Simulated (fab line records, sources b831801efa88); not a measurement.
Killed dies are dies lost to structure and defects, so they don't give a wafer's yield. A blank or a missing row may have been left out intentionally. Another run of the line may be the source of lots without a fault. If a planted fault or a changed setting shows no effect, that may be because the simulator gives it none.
Which of the tools did it? + flow sky130 + 6 lots with 18 wafers sampled at 3 steps, on a route of 708 steps

WHAT THE GAUGES READ, wafer by wafer
SKY_VIA1_THK_MEAS_01.
| lot  | measured     | on           | VIA1_HDPCVD_THK (nm) |
|------|--------------|--------------|----------------------|
| L258 | day 33 14:08 | filmMetro-01 | 1037 1031 1030       |
| L260 | day 33 17:11 | filmMetro-03 | 1032 1014 1027       |
| L265 | day 35 12:24 | filmMetro-03 | 1039 1032 1019       |
| L267 | day 36 03:11 | filmMetro-04 | 1046 1035 1037       |
| L272 | day 37 11:47 | filmMetro-03 | 1041 1034 1026       |
| L277 | day 39 09:37 | filmMetro-03 | 1027 1034 1035       |

WHAT TOOL EACH LOT RAN ON (gives the tool, then ch and the chambers of the sampled wafers, and finally the start)
| lot  | SKY_GATE_OXIDE_DEVELOP_09        | SKY_METAL1_SPUTTER_03       |
|------|----------------------------------|-----------------------------|
| L258 | lithoTrack-03 ch 0, day 14 07:54 | pvdSputter-02, day 32 09:13 |
| L260 | lithoTrack-04 ch 0, day 14 17:53 | pvdSputter-02, day 32 12:39 |
| L265 | lithoTrack-01 ch 0, day 16 15:49 | pvdSputter-04, day 34 10:01 |
| L267 | lithoTrack-03 ch 0, day 17 10:27 | pvdSputter-01, day 35 00:32 |
| L272 | lithoTrack-04 ch 0, day 19 01:38 | pvdSputter-04, day 36 09:09 |
| L277 | lithoTrack-03 ch 0, day 21 05:56 | pvdSputter-04, day 38 07:25 |
- SKY_GATE_OXIDE_DEVELOP_09: develop time 60 s.
- SKY_METAL1_SPUTTER_03: material Ti, target thk 5 nm, time 3.3 s.

THE ANSWER, worked out from the rows above alone
Rule: the lots themselves supply what counts as usual. The widest of any qualifying gaps counts: lots, ordered by their means at a reading, are off when they make up no more than a third of the lots, leave a main group of 4 or more, and stand apart from it by 3 or more times the standard deviation of that group's means. The tables above print the reading to a certain number of digits; a main group whose means all agree to those digits is not used. A lot without any number at a reading at which 4 lots or more have one is off too. The other lots that the step has rows for count as sound.
No lot is off at any reading shown: from this, nothing can be told.

WHAT THE SIMULATOR HAD INSERTED
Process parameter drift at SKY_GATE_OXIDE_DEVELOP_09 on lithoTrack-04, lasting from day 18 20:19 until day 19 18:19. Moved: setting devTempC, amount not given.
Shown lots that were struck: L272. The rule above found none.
